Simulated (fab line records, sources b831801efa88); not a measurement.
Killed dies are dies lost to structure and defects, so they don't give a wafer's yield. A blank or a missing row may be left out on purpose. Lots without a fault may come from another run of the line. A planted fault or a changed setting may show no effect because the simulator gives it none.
Tool commonality check | flow sky130 | 14 lots, 42 wafers sampled

WHY IT WAS OPENED
At SKY_VIA3_RS_MEAS_22 the reading VIA3_W_RS is flagged on 2 of 14 lots. Wafers without a fault read 0.291 ohm/sq, standard deviation 0.0041.
Rule: a lot is flagged when every wafer of it that has a number lies more than 4 standard deviations from that mean, or none has a number. The other lots count as sound.

lot  | measured     | on            | VIA3_W_RS (ohm/sq), wafer by wafer | flag
L418 | day 39 20:46 | film_metro-02 | 0.282 0.283 0.284                  |
L420 | day 40 10:32 | film_metro-02 | 0.294 0.294 0.298                  |
L421 | day 40 16:57 | film_metro-02 | 0.295 0.291 0.296                  |
L422 | day 40 18:01 | film_metro-02 | 0.296 0.299 0.292                  |
L424 | day 41 15:12 | film_metro-01 | 0.286 0.284 0.286                  |
L425 | day 41 16:25 | film_metro-03 | 0.295 0.297 0.294                  |
L430 | day 43 09:23 | film_metro-01 | 59.059 59.030 59.042               | FLAGGED
L431 | day 43 15:34 | film_metro-03 | 58.699 57.923 58.344               | FLAGGED
L435 | day 44 09:40 | film_metro-02 | 0.290 0.286 0.288                  |
L437 | day 45 13:22 | film_metro-01 | 0.289 0.288 0.295                  |
L438 | day 45 14:18 | film_metro-02 | 0.286 0.291 0.293                  |
L439 | day 45 14:55 | film_metro-03 | 0.291 0.295 0.294                  |
L440 | day 45 15:37 | film_metro-01 | 0.288 0.293 0.288                  |
L441 | day 45 19:32 | film_metro-02 | 0.292 0.294 0.293                  |
The numbers of the flagged lots are 58.683 ohm/sq on average: +58.392 ohm/sq against the usual, or +99 or more standard deviations.

WHICH TOOL RAN EACH LOT
The record holds 2 process steps before the reading, out of a route of 708 steps. In each cell: the tool, then ch and the chambers that the sampled wafers went through, then the start.
lot  | flag    | SKY_METAL3_SPUTTER_00        | SKY_VIA3_CVD_21
L418 |         | pvd_sputter-03, day 36 11:11 | cvd_w-01 ch 0,1, day 39 20:37
L420 |         | pvd_sputter-01, day 37 01:42 | cvd_w-02 ch 0,1, day 40 10:23
L421 |         | pvd_sputter-01, day 37 09:53 | cvd_w-02 ch 0,1, day 40 16:49
L422 |         | pvd_sputter-02, day 37 10:26 | cvd_w-02 ch 0,1, day 40 17:53
L424 |         | pvd_sputter-01, day 38 04:57 | cvd_w-01 ch 0,1, day 41 15:05
L425 |         | pvd_sputter-03, day 38 09:37 | cvd_w-02 ch 0,1, day 41 16:17
L430 | FLAGGED | pvd_sputter-02, day 40 05:58 | cvd_w-01 ch 0,1, day 43 09:16
L431 | FLAGGED | pvd_sputter-02, day 40 13:39 | cvd_w-01 ch 0,1, day 43 15:26
L435 |         | pvd_sputter-01, day 41 09:41 | cvd_w-01 ch 0,1, day 44 09:33
L437 |         | pvd_sputter-02, day 42 14:52 | cvd_w-01 ch 0,1, day 45 13:15
L438 |         | pvd_sputter-03, day 42 15:20 | cvd_w-01 ch 0,1, day 45 14:11
L439 |         | pvd_sputter-01, day 42 15:48 | cvd_w-02 ch 0,1, day 45 14:47
L440 |         | pvd_sputter-02, day 42 17:23 | cvd_w-02 ch 0,1, day 45 15:29
L441 |         | pvd_sputter-03, day 42 21:35 | cvd_w-02 ch 0,1, day 45 19:25
What these steps do:
- SKY_METAL3_SPUTTER_00: material Ti, target thk 15 nm, time 10 s.
- SKY_VIA3_CVD_21: deposits W, target thk 390 nm, time 117.31 s.
- SKY_VIA3_RS_MEAS_22: measures by four-point-probe.

FLAGGED OVER TOTAL, TOOL BY TOOL (the gauges that took the reading come last)
step                  | tool           | lots run | flagged | share of the flagged lots | sound lots run after its first flagged lot
SKY_METAL3_SPUTTER_00 | pvd_sputter-01 | 5        | 0       | none                      | -
SKY_METAL3_SPUTTER_00 | pvd_sputter-02 | 5        | 2       | all                       | 2 (L437,L440)
SKY_METAL3_SPUTTER_00 | pvd_sputter-03 | 4        | 0       | none                      | -
SKY_VIA3_CVD_21       | cvd_w-01       | 7        | 2       | all                       | 3 (L435,L437,L438)
SKY_VIA3_CVD_21       | cvd_w-02       | 7        | 0       | none                      | -
SKY_VIA3_RS_MEAS_22   | film_metro-01  | 4        | 1       | some                      | 2 (L437,L440)
SKY_VIA3_RS_MEAS_22   | film_metro-02  | 7        | 0       | none                      | -
SKY_VIA3_RS_MEAS_22   | film_metro-03  | 3        | 1       | some                      | 1 (L439)

WHAT THE TABLE ALLOWS
2 rows of the table ran every flagged lot: pvd_sputter-02 at SKY_METAL3_SPUTTER_00, cvd_w-01 at SKY_VIA3_CVD_21.
- pvd_sputter-02 at SKY_METAL3_SPUTTER_00: 2 of its 5 lots flagged. Sound lots ran on it after the first flagged one (L437, L440), which a lasting fault on the whole tool wouldn't allow.
- cvd_w-01 at SKY_VIA3_CVD_21: 2 of its 7 lots flagged. Sound lots ran on it after the first flagged one (L435, L437, L438), which a lasting fault on the whole tool wouldn't allow. On the flagged lots its readings are blank where sound lots have values: chamber_pressure_Torr, heater_power_outer_w, heater_power_w.
No row of the table ran every flagged lot and no sound lot after the first.

WHAT THE SIMULATOR HAD PUT IN
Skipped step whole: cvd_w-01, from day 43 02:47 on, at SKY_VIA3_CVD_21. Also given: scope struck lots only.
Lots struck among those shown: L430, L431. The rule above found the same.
